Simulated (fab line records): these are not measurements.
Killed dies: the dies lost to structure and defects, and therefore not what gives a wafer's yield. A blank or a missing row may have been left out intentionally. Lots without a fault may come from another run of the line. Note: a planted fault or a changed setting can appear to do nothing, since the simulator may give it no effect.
Matching of chambers + flow sky130 + SKY_LI_CONTACT_CMP_02 on cmp-02 has 4 sister chambers
The step polishes PSG. 8 wafers are shown with their chamber, then 9 later ones without.

== WAFERS PAIRED WITH THEIR CHAMBERS ==
| wafer  | chamber | motorCurrentA (A) | timeToEndpointS (s) |
|--------|---------|-------------------|---------------------|
| L818.3 | 0       | 13.6              | 33.0                |
| L821.4 | 3       | 12.6              | 30.9                |
| L821.6 | 0       | 14.4              | 32.0                |
| L824.5 | 1       | 12.8              | 34.4                |
| L824.6 | 2       | 11.1              | 34.3                |
| L826.1 | 1       | 12.7              | 35.9                |
| L826.4 | 3       | 12.6              | 35.3                |
| L826.5 | 2       | 11.0              | 34.1                |

== WAFERS WITHOUT THEIR CHAMBER ==
| wafer  | motorCurrentA (A) | timeToEndpointS (s) |
|--------|-------------------|---------------------|
| L827.1 | 11.3              | 30.7                |
| L827.4 | 12.7              | 33.9                |
| L827.5 | 13.9              | 34.3                |
| L829.1 | 13.7              | 30.8                |
| L829.3 | 11.4              | 30.4                |
| L829.5 | 11.1              | 33.2                |
| L830.1 | 11.8              | 36.5                |
| L830.2 | 12.5              | 34.6                |
| L830.6 | 13.1              | 36.0                |

== CHAMBER TAKEN BY EACH ==
| wafer  | from the rows above          | in truth |
|--------|------------------------------|----------|
| L827.1 | 2                            | 2        |
| L827.4 | can't be placed: 3 or 1      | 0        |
| L827.5 | 0                            | 0        |
| L829.1 | 0                            | 0        |
| L829.3 | can't be placed: 2 or 3      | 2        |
| L829.5 | 2                            | 2        |
| L830.1 | can't be placed: 2 or 1 or 3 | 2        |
| L830.2 | can't be placed: 1 or 3      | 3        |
| L830.6 | can't be placed: 1 or 3      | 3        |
Correctly placed: 4 of 9. These rows do not allow placing 5 (true chamber among the candidates in 4). Wrongly placed: 0.
How it was worked out, from the rows above alone: a wafer's distance from a chamber is the root of the sum, over the readings, of the square of ((its reading less the chamber's mean) divided by the reading's scatter). If the next closest chamber is less than 2 further off than the closest, the wafer can't be placed; otherwise it belongs to the closest. A chamber's mean is the mean of its shown wafers. The scatter: take each reading less its chamber's mean, square it, sum over the shown wafers, divide by the number of wafers less the number of chambers, and take the root.
